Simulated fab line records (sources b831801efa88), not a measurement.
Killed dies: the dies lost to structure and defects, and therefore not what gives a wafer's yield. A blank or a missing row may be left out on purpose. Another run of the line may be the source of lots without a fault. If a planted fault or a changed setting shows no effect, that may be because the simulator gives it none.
The tool behind it: which one? | flow sfq-line | 14 lots with 42 wafers sampled at 6 steps, on a route of 325 steps

WHAT THE GAUGES READ, wafer by wafer
SFQ_R5_RS_MEAS_933: measures by four-point-probe.
lot  | measured     | on            | R5_MONX_RS (ohm/sq)
L273 | day 56 11:53 | film-metro-02 | 6.88 6.98 6.89
L275 | day 56 20:44 | film-metro-01 | 7.01 6.89 6.87
L276 | day 57 00:10 | film-metro-01 | 7.13 7.15 7.06
L277 | day 57 02:38 | film-metro-01 | 6.99 6.93 6.91
L278 | day 57 08:44 | film-metro-01 | 7.04 7.03 7.04
L279 | day 57 13:24 | film-metro-04 | 7.09 6.87 6.96
L280 | day 57 16:59 | film-metro-02 | 7.13 7.13 7.15
L282 | day 58 02:04 | film-metro-02 | 7.10 7.10 7.10
L283 | day 58 04:46 | film-metro-01 | 7.13 7.02 6.93
L285 | day 59 12:28 | film-metro-01 | 7.08 7.14 7.05
L293 | day 60 23:55 | film-metro-02 | 4.17 4.22 4.24 4.18 4.22 4.24
L294 | day 61 02:55 | film-metro-02 | 4.17 4.20 4.18 4.18 4.20 4.17
L295 | day 61 05:56 | film-metro-02 | 6.97 6.93 6.97
L296 | day 61 21:46 | film-metro-01 | 7.04 7.05 6.98

SFQ_R5_THK_MEAS_934: measures by xrf.
lot  | measured     | on            | R5_MONX_THK (nm)
L273 | day 56 12:00 | film-metro-02 | 40.8 39.9 40.3
L275 | day 56 20:51 | film-metro-01 | 39.5 40.1 40.5
L276 | day 57 00:17 | film-metro-01 | 39.2 39.0 39.4
L277 | day 57 02:44 | film-metro-01 | 39.7 40.2 40.1
L278 | day 57 08:51 | film-metro-01 | 39.4 39.5 39.8
L279 | day 57 13:29 | film-metro-04 | 39.2 40.4 40.2
L280 | day 57 17:05 | film-metro-02 | 39.3 39.3 39.1
L282 | day 58 02:11 | film-metro-02 | 39.3 39.0 39.4
L283 | day 58 04:52 | film-metro-01 | 38.8 39.5 39.9
L285 | day 59 12:34 | film-metro-01 | 39.2 38.8 39.4
L293 | day 61 04:36 | film-metro-02 | 68.6 68.0 67.3 68.9 67.5 67.2
L294 | day 61 04:15 | film-metro-02 | 68.4 67.5 68.4 68.4 67.7 68.2
L295 | day 61 06:04 | film-metro-02 | 39.8 40.2 40.2
L296 | day 61 21:53 | film-metro-01 | 39.3 39.2 39.6

WHAT TOOL EACH LOT RAN ON (gives the tool, then ch and the chambers of the sampled wafers, and finally the start)
lot  | SFQ_TRILAYER_JJ_CE_METRO_MEASURE_117 | SFQ_TRILAYER_JJ_CE_BARC_OPEN_RIE_150 | SFQ_TRILAYER_A5B_METRO_MEASURE_131 | SFQ_TRILAYER_R5_DEP_SPUTTER_133
L273 | cd-sem-01, day 54 00:49              | rie-metal-02 ch 0,1, day 54 02:01    | film-metro-01, day 56 10:35        | pvd-sputter-05, day 56 11:49
L275 | cd-sem-01, day 56 10:22              | rie-metal-03 ch 0,1, day 56 11:22    | film-metro-04, day 56 19:38        | pvd-sputter-04, day 56 20:39
L276 | cd-sem-02, day 56 13:46              | rie-metal-03 ch 0,1, day 56 14:58    | film-metro-04, day 56 22:53        | pvd-sputter-04, day 57 00:06
L277 | cd-sem-01, day 56 16:22              | rie-metal-01 ch 0,1, day 56 17:22    | film-metro-04, day 57 01:31        | pvd-sputter-05, day 57 02:32
L278 | cd-sem-02, day 56 22:22              | rie-metal-03 ch 0,1, day 56 23:22    | film-metro-04, day 57 07:38        | pvd-sputter-04, day 57 08:39
L279 | cd-sem-01, day 57 03:34              | rie-metal-01 ch 0,1, day 57 04:12    | film-metro-01, day 57 12:39        | pvd-sputter-06, day 57 13:18
L280 | cd-sem-02, day 57 06:58              | rie-metal-03 ch 0,1, day 57 07:48    | film-metro-01, day 57 16:03        | pvd-sputter-04, day 57 16:52
L282 | cd-sem-02, day 57 13:46              | rie-metal-02 ch 0,1, day 57 14:58    | film-metro-01, day 58 00:46        | pvd-sputter-04, day 58 01:59
L283 | cd-sem-01, day 57 16:34              | rie-metal-02 ch 0,1, day 57 17:24    | film-metro-04, day 58 03:50        | pvd-sputter-06, day 58 04:39
L285 | cd-sem-01, day 59 02:10              | rie-metal-01 ch 0,1, day 59 03:00    | film-metro-03, day 59 11:32        | pvd-sputter-06, day 59 12:22
L293 | cd-sem-01, day 60 05:34              | rie-metal-03 ch 0,1, day 60 06:34    | film-metro-01, day 60 22:48        | pvd-sputter-06, day 60 23:49
L294 | cd-sem-02, day 60 12:57              | rie-metal-03 ch 0,1, day 60 13:57    | film-metro-01, day 61 01:48        | pvd-sputter-06, day 61 02:49
L295 | cd-sem-01, day 60 18:45              | rie-metal-03 ch 0,1, day 60 19:57    | film-metro-04, day 61 04:38        | pvd-sputter-04, day 61 05:52
L296 | cd-sem-02, day 61 09:09              | rie-metal-02 ch 0,1, day 61 10:21    | film-metro-04, day 61 20:29        | pvd-sputter-05, day 61 21:42
- SFQ_TRILAYER_JJ_CE_METRO_MEASURE_117
- SFQ_TRILAYER_JJ_CE_BARC_OPEN_RIE_150: chemistry O2, target BARC, target depth 240 nm, time 80 s.
- SFQ_TRILAYER_A5B_METRO_MEASURE_131
- SFQ_TRILAYER_R5_DEP_SPUTTER_133: material MoNx, target thk 40 nm, time 66.7 s.

WHAT THE TOOLS THEMSELVES READ (means of the sampled wafers that have a number; where no wafer has one, the mark that the record gives instead)
SFQ_TRILAYER_JJ_CE_METRO_MEASURE_117.
lot  | tool      | cd-nm (nm)
L273 | cd-sem-01 | 701.3
L275 | cd-sem-01 | 702.6
L276 | cd-sem-02 | 700.9
L277 | cd-sem-01 | 700.5
L278 | cd-sem-02 | 700.4
L279 | cd-sem-01 | 700.9
L280 | cd-sem-02 | 700.0
L282 | cd-sem-02 | 699.3
L283 | cd-sem-01 | 700.5
L285 | cd-sem-01 | 699.7
L293 | cd-sem-01 | 699.7
L294 | cd-sem-02 | 699.1
L295 | cd-sem-01 | 699.8
L296 | cd-sem-02 | 699.7

SFQ_TRILAYER_JJ_CE_BARC_OPEN_RIE_150.
lot  | tool         | drypump-motor-current-A (A) | oes-product-au (a.u.)
L273 | rie-metal-02 | 5.0                         | 0.536
L275 | rie-metal-03 | 5.4                         | 0.539
L276 | rie-metal-03 | 5.4                         | 0.540
L277 | rie-metal-01 | 5.7                         | 0.534
L278 | rie-metal-03 | 5.3                         | 0.536
L279 | rie-metal-01 | 5.5                         | 0.540
L280 | rie-metal-03 | 5.4                         | 0.535
L282 | rie-metal-02 | 5.4                         | 0.533
L283 | rie-metal-02 | 5.0                         | 0.538
L285 | rie-metal-01 | 5.7                         | 0.542
L293 | rie-metal-03 | 5.4                         | 0.538
L294 | rie-metal-03 | 5.4                         | 0.539
L295 | rie-metal-03 | 5.3                         | 0.533
L296 | rie-metal-02 | 5.4                         | 0.532

SFQ_TRILAYER_A5B_METRO_MEASURE_131.
lot  | tool          | thk-nm (nm)
L273 | film-metro-01 | 335
L275 | film-metro-04 | 348
L276 | film-metro-04 | 340
L277 | film-metro-04 | 341
L278 | film-metro-04 | 344
L279 | film-metro-01 | 344
L280 | film-metro-01 | 344
L282 | film-metro-01 | 340
L283 | film-metro-04 | 339
L285 | film-metro-03 | 341
L293 | film-metro-01 | 339
L294 | film-metro-01 | 343
L295 | film-metro-04 | 341
L296 | film-metro-04 | 346

SFQ_TRILAYER_R5_DEP_SPUTTER_133.
lot  | tool           | base-pressure-pa (Pa) | throttle-valve-pct (%)
L273 | pvd-sputter-05 | 1.38e-06              | 29.5
L275 | pvd-sputter-04 | 1.36e-06              | 29.8
L276 | pvd-sputter-04 | 1.33e-06              | 30.7
L277 | pvd-sputter-05 | 1.36e-06              | 29.4
L278 | pvd-sputter-04 | 1.43e-06              | 30.5
L279 | pvd-sputter-06 | 1.31e-06              | 30.4
L280 | pvd-sputter-04 | 1.26e-06              | 30.9
L282 | pvd-sputter-04 | 1.38e-06              | 29.7
L283 | pvd-sputter-06 | 1.36e-06              | 30.3
L285 | pvd-sputter-06 | 1.38e-06              | 29.5
L293 | pvd-sputter-06 | 1.29e-06              | 30.4
L294 | pvd-sputter-06 | 1.37e-06              | 29.8
L295 | pvd-sputter-04 | 1.35e-06              | 30.5
L296 | pvd-sputter-05 | 1.33e-06              | 29.3

THE ANSWER, worked out from the rows above alone
Rule: the usual values come from the lots themselves. Put in order of their means at a reading, lots are off if they are a third of the lots or fewer, leave a main group of 4 or more, and stand apart from it by a gap of 3 or more times the standard deviation of the main group's means; of several such gaps the widest counts. A main group is skipped when, at the precision printed for the reading in the tables above, its means are all equal. A lot without any number at a reading at which 4 lots or more have one is off too. All remaining lots with rows at the step are treated as sound. After the gauges, taken in route order, come the tools' own readings; for these a lot's mean is taken, as printed above. The first step at which some lot is off is used, and at that step the reading that is off furthest; a lot without a number counts as furthest.
Off: L293, L294, at SFQ_R5_RS_MEAS_933 (R5_MONX_RS). The main group: mean 7.02 ohm/sq, standard deviation 0.074.
A tool fits if, at a process step before that reading, it ran every lot that is off, and no sound lot after the first of them. Gauges at SFQ_R5_RS_MEAS_933: tried the same way as those tools. Undecided on this evidence; 2 tools fit (film-metro-01 at SFQ_TRILAYER_A5B_METRO_MEASURE_131, pvd-sputter-06 at SFQ_TRILAYER_R5_DEP_SPUTTER_133).

WHAT THE SIMULATOR PUT IN
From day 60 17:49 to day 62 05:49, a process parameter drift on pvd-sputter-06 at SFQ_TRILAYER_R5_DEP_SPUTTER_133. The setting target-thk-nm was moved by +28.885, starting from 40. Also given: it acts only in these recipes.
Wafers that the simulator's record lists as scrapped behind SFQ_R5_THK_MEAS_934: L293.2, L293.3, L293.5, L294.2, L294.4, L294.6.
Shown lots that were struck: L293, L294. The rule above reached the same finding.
